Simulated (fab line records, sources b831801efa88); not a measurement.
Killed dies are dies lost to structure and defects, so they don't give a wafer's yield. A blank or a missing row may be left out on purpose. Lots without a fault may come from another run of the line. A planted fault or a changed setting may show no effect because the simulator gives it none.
fab line records | flow sky130 | part 2 of 2: steps 30 to 43 of 43
record lots=5 wafers=15 last_day=50
route steps=708 shown CAP2M@608 METAL4@621 VIA4@639
lots that met no fault: from a run of the same line without faults
start_h: hours from the record's first day to the start of the lot's first wafer shown | wait_h: hours since the lot's step before | " the same as in the row above | L1.1+2: a row that stands for several wafers | - no value, or no start given | * or withheld: withheld | < > ~ a bound
route shown NAME@n: a module of which the file shows steps, and the number in the route of the first | usual: mean/standard deviation of fault-free wafers | same: alike in all rows | chamber/n: place in a boat | sites: the reading at each site | _std_site: their standard deviation | _edge_site: outer sites' mean less inner sites' | radius_mm: how far each site lies from the wafer's centre | mask NAME#n: copy n | behind: the tool/chamber that last shaped the wafer | hold: why the lot was held/for how many hours/how that ended | device: the transistor (n, p or np) that didn't switch | end of line: the same wafers' tests at the end of the route | a step without rows: its recipe alone | killed: dies lost to structure and defects at the first sort, not the wafer's yield | map: a wafer's dies, x killed, . not, _ none there
set.NAME: the setting as run; set.NAME@STEP: as run at that earlier step | model.NAME: the simulator's own value behind a step, which no gauge read
lots at some steps of the route; a table a step, a row a wafer
services: from which hour (start_h, from the record's first day; less than 0 if before it) a tool's chamber was out of use, for how many hours, and why
## steps
# step SKY_METAL4_CLEAN_21
# recipe chemistry=IPA time_s=180 temp_c=25
# columns lot.wafer tool chamber start_h wait_h
L075.1+3+4 wet_bench-04 1 1001.09 0.0
L079.1+3+5 wet_bench-04 3 1019.81 0.0
L088.2+4+6 wet_bench-02 1 1080.13 0.0
L091.4+5+6 wet_bench-01 1 1102.04 0.0
L097.3+5+6 wet_bench-02 3 1125.87 0.0
# step SKY_METAL4_CLEAN_22
# recipe chemistry=O3/DIW dry=n2_spin
# columns lot.wafer tool chamber start_h wait_h
L075.1+3+4 wet_bench-04 1 1001.15 0.0
L079.1+3+5 wet_bench-02 1 1019.87 0.0
L088.2+4+6 wet_bench-04 3 1080.18 0.0
L091.4+5+6 wet_bench-04 1 1102.10 0.0
L097.3+5+6 wet_bench-02 1 1125.93 0.0
# step SKY_VIA4_HDPCVD_00
# recipe material=SiO2 target_thk_nm=1750 sigma_open_frac=0.3 time_s=291.7 temp_c=400 sih4_flow_sccm=60 pressure_mtorr=6
# columns lot.wafer tool chamber start_h wait_h
L075.1+3+4 hdpcvd-02 2,0,1 1001.24 0.0
L079.1+3+5 hdpcvd-02 2,0,0 1019.96 0.0
L088.2+4+6 hdpcvd-02 2,2,0 1080.28 0.0
L091.4+5+6 hdpcvd-02 0,2,1 1102.29 0.1
L097.3+5+6 hdpcvd-02 0,2,0 1126.02 0.0
# step SKY_VIA4_THK_MEAS_01
# recipe reads=SiO2_of_VIA4_HDPCVD_00
# usual VIA4_HDPCVD_THK=1755/15
# columns lot.wafer tool chamber start_h wait_h VIA4_HDPCVD_THK[nm]
L075.1 film_metro-03 - 1001.42 0.1 1761
L075.3 " - " " 1748
L075.4 " - " " 1745
L079.1 film_metro-02 - 1020.14 0.1 1771
L079.3 " - " " 1773
L079.5 " - " " 1773
L088.2 film_metro-02 - 1080.55 0.2 1745
L088.4 " - " " 1780
L088.6 " - " " 1755
L091.4 film_metro-03 - 1102.41 0.0 1765
L091.5 " - " " 1801
L091.6 " - " " 1773
L097.3 film_metro-01 - 1126.22 0.1 1757
L097.5 " - " " 1772
L097.6 " - " " 1771
# step SKY_VIA4_CMP_02
# recipe material=SiO2 down_force_psi=4 platen_rpm=60 pad_velocity_m_s=0.94248
# usual motor_current_A=12.2/0.83
# columns lot.wafer tool chamber start_h wait_h motor_current_A
L075.1 cmp-01 3 1001.51 0.1 11.6
L075.4 " 0 " " 11.0
L075.3 " 2 " " 11.6
L079.1 cmp-01 0 1020.20 0.1 10.9
L079.3 " 1 " " 13.2
L079.5 " 1 " " 12.3
L088.4 cmp-02 2 1080.60 0.0 11.5
L088.2 " 0 " " 12.7
L088.6 " 3 " " 13.8
L091.4 cmp-02 0 1102.54 0.1 12.5
L091.5 " 2 " " 12.2
L091.6 " 3 " " 13.4
L097.3 cmp-02 2 1126.44 0.2 11.9
L097.5 " 2 " " 12.1
L097.6 " 3 " " 12.8
# step SKY_VIA4_BOW_MEAS_03
# recipe mode=bow
# usual VIA4_BOW=77/8.4
# columns lot.wafer tool chamber start_h wait_h VIA4_BOW[um]
L075.1 film_metro-03 - 1001.81 0.2 63
L075.3 " - " " 63
L075.4 " - " " 74
L079.1 film_metro-02 - 1020.50 0.2 87
L079.3 " - " " 86
L079.5 " - " " 88
L088.2 film_metro-03 - 1080.92 0.2 91
L088.4 " - " " 87
L088.6 " - " " 90
L091.4 film_metro-03 - 1102.80 0.2 73
L091.5 " - " " 86
L091.6 " - " " 76
L097.3 film_metro-01 - 1126.78 0.3 70
L097.5 " - " " 65
L097.6 " - " " 78
# step SKY_VIA4_DEHYDRATE_04
# recipe temp_c=200 time_s=60
# columns lot.wafer tool chamber start_h wait_h
L075.1+3+4 litho_track-03 0 1012.87 11.0
L079.1+3+5 litho_track-03 0 1031.57 11.0
L088.2+4+6 litho_track-02 0 1091.39 10.4
L091.4+5+6 litho_track-04 0 1112.83 10.0
L097.3+5+6 litho_track-04 0 1135.95 9.2
# step SKY_VIA4_HMDS_05
# recipe prime_time_s=60 prime_temp_c=120
# columns lot.wafer tool chamber start_h wait_h
L075.1+3+4 litho_track-03 0 1013.02 0.1
L079.1+3+5 litho_track-03 0 1031.72 0.1
L088.2+4+6 litho_track-02 0 1091.54 0.1
L091.4+5+6 litho_track-04 0 1112.98 0.1
L097.3+5+6 litho_track-04 0 1136.10 0.1
# step SKY_VIA4_COAT_06
# recipe resist=NOVOLAK spin_rpm=3000 resist_thk_nm=1140
# usual spin_speed_rpm=2999.6/2.1
# columns lot.wafer tool chamber start_h wait_h spin_speed_rpm
L075.1 litho_track-03 0 1013.17 0.1 3000.3
L075.3 " 0 " " 2998.6
L075.4 " 0 " " 2999.7
L079.1 litho_track-03 0 1031.87 0.1 3000.5
L079.3 " 0 " " 3002.3
L079.5 " 0 " " 3002.0
L088.2 litho_track-02 0 1091.69 0.1 3001.0
L088.4 " 0 " " 3002.0
L088.6 " 0 " " 3001.4
L091.4 litho_track-04 0 1113.13 0.1 2998.1
L091.5 " 0 " " 2995.2
L091.6 " 0 " " 2998.5
L097.3 litho_track-04 0 1136.25 0.1 3002.8
L097.5 " 0 " " 3003.7
L097.6 " 0 " " 3001.3
# step SKY_VIA4_SOFTBAKE_07
# recipe temp_c=90 time_s=60 resist=NOVOLAK
# columns lot.wafer tool chamber start_h wait_h
L075.1+3+4 litho_track-03 0 1013.32 0.1
L079.1+3+5 litho_track-03 0 1032.02 0.1
L088.2+4+6 litho_track-02 0 1091.84 0.1
L091.4+5+6 litho_track-04 0 1113.28 0.1
L097.3+5+6 litho_track-04 0 1136.40 0.1
# step SKY_VIA4_EXPOSE_08
# recipe mask_id=VIM4 na=0.6 source_shape=conventional sigma_outer=0.6 polarization=unpolarized target_cd_nm=800 dose_mj=132
# columns lot.wafer tool chamber start_h wait_h mask
L075.1+3+4 iline_stepper-01 0 - - VIM4#0
L079.1+3+5 iline_stepper-01 0 - - VIM4#0
L088.2+4+6 iline_stepper-02 0 - - VIM4#0
L091.4+5+6 iline_stepper-02 0 - - VIM4#0
L097.3+5+6 iline_stepper-02 0 - - VIM4#0
# step SKY_VIA4_PEB_09
# recipe temp_c=withheld time_s=* resist=NOVOLAK
# columns lot.wafer tool chamber start_h wait_h
L075.1+3+4 litho_track-04 0 - -
L079.1+3+5 litho_track-04 0 - -
L088.2+4+6 litho_track-03 0 - -
L091.4+5+6 litho_track-02 0 - -
L097.3+5+6 litho_track-02 0 - -
# step SKY_VIA4_DEVELOP_10
# recipe resist=NOVOLAK developer=TMAH develop_time_s=60 dev_temp_c=23
# columns lot.wafer tool chamber start_h wait_h
L075.1+3+4 litho_track-04 0 1024.70 0.1
L079.1+3+5 litho_track-04 0 1043.20 0.1
L088.2+4+6 litho_track-03 0 1101.30 0.1
L091.4+5+6 litho_track-02 0 1122.59 0.1
L097.3+5+6 litho_track-02 0 1144.67 0.1
# step SKY_VIA4_OVL_MEAS_11
# usual VIA4_OVL=1.4/1.5
# columns lot.wafer tool chamber start_h wait_h VIA4_OVL[nm]
L075.1 overlay-01 - 1024.85 0.1 1.5
L075.3 " - " " 3.3
L075.4 " - " " 2.4
L079.1 overlay-01 - 1043.35 0.1 2.7
L079.3 " - " " 0.6
L079.5 " - " " 2.0
L088.2 overlay-01 - 1101.43 0.1 2.2
L088.4 " - " " 1.3
L088.6 " - " " -0.2
L091.4 overlay-01 - 1122.69 0.1 -0.2
L091.5 " - " " 1.3
L091.6 " - " " 0.5
L097.3 overlay-01 - 1144.78 0.1 -0.4
L097.5 " - " " 1.9
L097.6 " - " " 1.9
## services
# columns tool chamber start_h hours kind
iline_stepper-01 - 950.10 4.4 pm
hdpcvd-02 - 950.25 15.0 pm
rie_diel-02 3 952.31 7.9 repair
iline_stepper-01 - 955.64 1.7 pm
rie_metal-03 - 958.19 2.8 pm
rie_metal-04 - 959.22 4.3 pm
plasma_asher-03 - 959.30 0.5 repair
plasma_asher-04 - 962.02 3.4 repair
rie_metal-01 0 975.19 22.9 repair
rie_metal-03 - 981.81 0.2 repair
krf_scanner-01 - 987.65 1.0 pm
cmp-02 - 993.62 0.6 repair
plasma_asher-04 - 995.30 28.1 pm
iline_stepper-02 - 1001.31 1.7 pm
krf_scanner-01 - 1001.31 2.3 repair
rie_metal-04 - 1008.66 1.3 repair
krf_scanner-01 - 1023.20 0.8 pm
krf_scanner-01 - 1028.14 1.3 pm
cmp-02 - 1041.12 4.7 pm
rie_metal-04 1 1042.70 9.7 repair
hdpcvd-02 1 1078.24 5.3 repair
hdpcvd-02 - 1105.52 2.8 pm
rie_metal-04 1 1110.79 17.1 repair
hdpcvd-02 - 1126.95 0.7 repair
